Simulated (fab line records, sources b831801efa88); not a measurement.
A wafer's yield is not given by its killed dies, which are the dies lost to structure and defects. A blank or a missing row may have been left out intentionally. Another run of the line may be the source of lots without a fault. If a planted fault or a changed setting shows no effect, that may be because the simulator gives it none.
Lot-split experiment -- flow sky130 -- on a route of 708 steps: 5 lots, 23 wafers read

THE SPLIT ITSELF
At SKY_METAL3_SPUTTER_02 (material AlCu, target thk 735 nm, time 39.1 s), the setting chamber-pressure-pa was moved away from the recipe's 0.4 Pa on 15 of the 23 wafers read, by -6.7% to +13.9%. For the rest of the wafers, this setting stayed at what the recipe calls for.

The reading comes from the split's own step.

THE READING
AlCu_of_METAL3_SPUTTER_02.thk-nm (the simulator's own value, which no gauge read), in nm, at SKY_METAL3_SPUTTER_02 (material AlCu, target thk 735 nm, time 39.1 s). No usual value for it is given in the file. Across the 8 wafers here that went through the recipe, the average is 735.9 nm and the standard deviation 5.6 nm.

wafer,"tool, chamber at the split","chamber-pressure-pa as run, Pa",against the recipe,"AlCu_of_METAL3_SPUTTER_02.thk-nm, nm",against lot-mates on the recipe
L074.1,"pvd-sputter-02, -",0.4,recipe,730.8,-
L074.2,"pvd-sputter-02, -",0.4,recipe,729.9,-
L074.3,"pvd-sputter-02, -",0.4,recipe,742.9,-
L074.4,"pvd-sputter-02, -",0.4,recipe,735.8,-
L074.6,"pvd-sputter-02, -",0.4,recipe,738.5,-
L078.1,"pvd-sputter-04, -",0.4558,+13.9%,715.5,no lot-mate on the recipe
L078.2,"pvd-sputter-04, -",0.4558,+13.9%,718.5,no lot-mate on the recipe
L078.4,"pvd-sputter-04, -",0.4558,+13.9%,714.9,no lot-mate on the recipe
L078.5,"pvd-sputter-04, -",0.4558,+13.9%,709.9,no lot-mate on the recipe
L078.6,"pvd-sputter-04, -",0.4558,+13.9%,714.7,no lot-mate on the recipe
L081.2,"pvd-sputter-03, -",0.4,recipe,741.7,-
L081.3,"pvd-sputter-03, -",0.4,recipe,740.6,-
L081.6,"pvd-sputter-03, -",0.4,recipe,727,-
L083.1,"pvd-sputter-04, -",0.3732,-6.7%,752.9,no lot-mate on the recipe
L083.2,"pvd-sputter-04, -",0.3732,-6.7%,744,no lot-mate on the recipe
L083.4,"pvd-sputter-04, -",0.3732,-6.7%,745.9,no lot-mate on the recipe
L083.5,"pvd-sputter-04, -",0.3732,-6.7%,743.6,no lot-mate on the recipe
L083.6,"pvd-sputter-04, -",0.3732,-6.7%,752.8,no lot-mate on the recipe
L085.1,"pvd-sputter-02, -",0.4512,+12.8%,725.8,no lot-mate on the recipe
L085.2,"pvd-sputter-02, -",0.4512,+12.8%,733.3,no lot-mate on the recipe
L085.3,"pvd-sputter-02, -",0.4512,+12.8%,713,no lot-mate on the recipe
L085.4,"pvd-sputter-02, -",0.4512,+12.8%,718.5,no lot-mate on the recipe
L085.6,"pvd-sputter-02, -",0.4512,+12.8%,731,no lot-mate on the recipe

THE FIT
A straight line over all 23 wafers: AlCu_of_METAL3_SPUTTER_02.thk-nm changes by -1.37 nm for each +1% of chamber-pressure-pa; r = -0.88; the points scatter about the line by 6.4 nm.
Too few moved wafers with a lot-mate on the recipe to fit a line net of each lot's own level.

FILE'S OWN FIT
AlCu_of_METAL3_SPUTTER_02.thk-nm changes by -1.37 nm for each +1% of chamber-pressure-pa, r = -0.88.
